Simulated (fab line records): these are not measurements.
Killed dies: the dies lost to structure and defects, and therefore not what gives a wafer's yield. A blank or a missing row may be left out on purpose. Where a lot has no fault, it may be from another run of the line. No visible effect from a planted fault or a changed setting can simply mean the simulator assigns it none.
What tool caused it? + flow sky130 + Sampling: 8 lots, 24 wafers, 5 of 708 route steps

## WHAT THE GAUGES READ, wafer by wafer
SKY_NWELL_TW_MEAS_26.
| lot  | measured    | on            | NWELL_2_TW  |
|------|-------------|---------------|-------------|
| L260 | day 5 04:10 | film-metro-04 | 495 492 493 |
| L261 | day 5 11:07 | film-metro-03 | 488 491 490 |
| L262 | day 5 20:43 | film-metro-04 | 492 494 489 |
| L263 | day 6 01:22 | film-metro-01 | 499 498 499 |
| L264 | day 6 07:37 | film-metro-04 | 494 495 492 |
| L265 | day 6 15:34 | film-metro-01 | 500 500 499 |
| L266 | day 6 17:55 | film-metro-01 | 498 498 496 |
| L267 | day 6 21:14 | film-metro-01 | 501 498 497 |

SKY_VT_ADJUST_HVTP_CD_MEAS_07 targets a cd of 380 nm.
| lot  | measured    | on        | cd-nm (nm)        |
|------|-------------|-----------|-------------------|
| L260 | day 5 22:20 | cd-sem-02 | 375.4 376.5 377.3 |
| L261 | day 6 04:52 | cd-sem-01 | 375.4 378.3 375.5 |
| L262 | day 6 14:58 | cd-sem-02 | 377.8 380.3 379.9 |
| L263 | day 6 18:59 | cd-sem-01 | 380.5 380.9 382.3 |
| L264 | day 7 00:56 | cd-sem-02 | 378.4 380.6 378.5 |
| L265 | day 7 09:37 | cd-sem-01 | 380.5 378.8 384.2 |
| L266 | day 7 12:46 | cd-sem-01 | 377.7 375.5 376.3 |
| L267 | day 7 16:25 | cd-sem-01 | 374.6 375.2 376.6 |

SKY_VT_ADJUST_LVTN_TW_MEAS_10.
| lot  | measured    | on            | VT_ADJUST_LVTN_TW |
|------|-------------|---------------|-------------------|
| L260 | day 6 16:07 | film-metro-02 | 245.9 245.5 245.7 |
| L261 | day 6 22:58 | film-metro-01 | 241.8 241.3 242.1 |
| L262 | day 7 09:37 | film-metro-04 | 238.3 238.7 238.1 |
| L263 | day 7 14:34 | film-metro-02 | 245.9 245.8 246.1 |
| L264 | day 7 20:36 | film-metro-02 | 478.2 479.5 478.9 |
| L265 | day 8 06:52 | film-metro-02 | 477.5 477.5 476.3 |
| L266 | day 8 09:57 | film-metro-02 | 480.0 478.2 477.7 |
| L267 | day 8 13:08 | film-metro-04 | 469.9 469.2 469.0 |

## TOOL THAT RAN EACH LOT (tool first, then ch and the chambers of the sampled wafers, then the start)
| lot  | SKY_NWELL_RTA_28                | SKY_VT_ADJUST_LVTN_IMPLANT_08  |
|------|---------------------------------|--------------------------------|
| L260 | rtp-anneal-01 ch 0, day 5 04:17 | implanter-02 ch 0, day 6 15:52 |
| L261 | rtp-anneal-02 ch 0, day 5 11:14 | implanter-04 ch 0, day 6 22:43 |
| L262 | rtp-anneal-02 ch 0, day 5 20:50 | implanter-04 ch 0, day 7 09:23 |
| L263 | rtp-anneal-02 ch 0, day 6 01:29 | implanter-04 ch 0, day 7 14:19 |
| L264 | rtp-anneal-01 ch 0, day 6 07:43 | implanter-03 ch 0, day 7 20:21 |
| L265 | rtp-anneal-02 ch 0, day 6 15:41 | implanter-04 ch 0, day 8 06:37 |
| L266 | rtp-anneal-01 ch 0, day 6 18:01 | implanter-03 ch 0, day 8 09:42 |
| L267 | rtp-anneal-01 ch 0, day 6 21:22 | implanter-02 ch 0, day 8 12:55 |
- SKY_NWELL_RTA_28: time 30 s.
- SKY_VT_ADJUST_LVTN_IMPLANT_08

## WHAT THE TOOLS THEMSELVES READ (means of the sampled wafers that have a number; where no wafer has one, the mark that the record gives instead)
SKY_NWELL_RTA_28.
| lot  | tool          | lamp-power-pct (%) | ramp-down-c-per-s | ramp-up-c-per-s | wafer_temp_C_max |
|------|---------------|--------------------|-------------------|-----------------|------------------|
| L260 | rtp-anneal-01 | 25.32              | 90.007            | 149.99          | 1055.3           |
| L261 | rtp-anneal-02 | 25.24              | 89.991            | 150.00          | 1055.1           |
| L262 | rtp-anneal-02 | 25.30              | 90.006            | 149.99          | 1056.0           |
| L263 | rtp-anneal-02 | 25.34              | 90.002            | 150.02          | 1055.1           |
| L264 | rtp-anneal-01 | 25.33              | 90.001            | 150.01          | 1056.8           |
| L265 | rtp-anneal-02 | 25.32              | 89.998            | 149.97          | 1055.4           |
| L266 | rtp-anneal-01 | 25.27              | 90.000            | 150.00          | 1053.7           |
| L267 | rtp-anneal-01 | 25.33              | 90.004            | 150.02          | 1054.8           |

SKY_VT_ADJUST_LVTN_IMPLANT_08.
| lot  | tool         | beam-energy-keV |
|------|--------------|-----------------|
| L260 | implanter-02 | 29.984          |
| L261 | implanter-04 | 30.003          |
| L262 | implanter-04 | 29.986          |
| L263 | implanter-04 | 29.998          |
| L264 | implanter-03 | 30.003          |
| L265 | implanter-04 | 29.991          |
| L266 | implanter-03 | 30.004          |
| L267 | implanter-02 | 29.994          |

## THE ANSWER, worked out from the rows above alone
Rule: what is usual is taken from the lots themselves. The widest of any qualifying gaps counts: lots, ordered by their means at a reading, are off when they make up no more than a third of the lots, leave a main group of 4 or more, and stand apart from it by 3 or more times the standard deviation of that group's means. The tables above print the reading to a certain number of digits; a main group whose means all agree to those digits is not used. Also off: a lot with no number at a reading for which 4 or more lots have one. Where the step has rows for the other lots, those lots are counted as sound. The gauges are gone through in route order, then the tools' own readings, and for those a lot's mean is taken as printed above. The first step at which some lot is off is used, and at that step the reading that is off furthest; a lot without a number counts as furthest.
Across all readings shown, no lot is off: no conclusion can be drawn from this.

## WHAT HAD BEEN PUT IN BY THE SIMULATOR
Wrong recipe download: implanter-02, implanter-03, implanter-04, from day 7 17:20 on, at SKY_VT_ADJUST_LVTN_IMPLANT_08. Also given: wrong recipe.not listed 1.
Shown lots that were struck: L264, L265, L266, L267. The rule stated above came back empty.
